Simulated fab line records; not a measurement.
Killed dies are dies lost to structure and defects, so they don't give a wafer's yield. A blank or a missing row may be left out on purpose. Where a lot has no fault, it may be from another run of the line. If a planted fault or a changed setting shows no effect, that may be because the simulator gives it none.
The tool behind it: which one?	flow gf180mcu	6 lots with 18 wafers sampled at 3 steps, on a route of 602 steps

== WHAT EACH GAUGE READ, for each wafer ==
GF_TOP_METAL_CD_MEAS_14: target cd 440 nm.
lot	measured	on	cd-nm (nm)
L329	day 28 14:41	cd-sem-01	443.3 441.4 443.2
L331	day 29 07:15	cd-sem-02	439.7 441.9 441.2
L335	day 30 10:00	cd-sem-01	439.6 442.2 439.7
L337	day 30 22:08	cd-sem-01	437.5 439.0 438.6
L346	day 33 06:59	cd-sem-02	436.2 437.1 438.2
L351	day 34 13:31	cd-sem-01	437.2 434.8 435.0

== EACH LOT AND THE TOOL THAT RAN IT (in order: tool; ch and the chambers of the sampled wafers; start) ==
lot	GF_M4_SPUTTER_01	GF_TOP_METAL_EXPOSE_11
L329	pvd-sputter-04, day 23 02:14	iline-stepper-01 ch 0, day 28 05:17
L331	pvd-sputter-03, day 23 19:05	iline-stepper-01 ch 0, day 28 21:36
L335	pvd-sputter-04, day 25 02:58	iline-stepper-01 ch 0, day 30 00:45
L337	pvd-sputter-02, day 25 16:50	iline-stepper-02 ch 0, day 30 12:59
L346	pvd-sputter-03, day 28 13:19	iline-stepper-02 ch 0, day 32 23:31
L351	pvd-sputter-04, day 30 01:39	iline-stepper-02 ch 0, day 34 05:44
- GF_M4_SPUTTER_01: material TiN, target thk 30 nm, time 25 s.
- GF_TOP_METAL_EXPOSE_11: exposes mask MetalTop, target cd 440 nm.

== THE ANSWER, worked out from the rows above alone ==
Rule: the usual values come from the lots themselves. The widest of any qualifying gaps counts: lots, ordered by their means at a reading, are off when they make up no more than a third of the lots, leave a main group of 4 or more, and stand apart from it by 3 or more times the standard deviation of that group's means. A main group is skipped when, at the precision printed for the reading in the tables above, its means are all equal. Also off: a lot with no number at a reading for which 4 or more lots have one. All remaining lots with rows at the step are treated as sound.
No lot is off on any of the readings shown, so nothing can be concluded from this.

== WHAT THE SIMULATOR HAD INSERTED ==
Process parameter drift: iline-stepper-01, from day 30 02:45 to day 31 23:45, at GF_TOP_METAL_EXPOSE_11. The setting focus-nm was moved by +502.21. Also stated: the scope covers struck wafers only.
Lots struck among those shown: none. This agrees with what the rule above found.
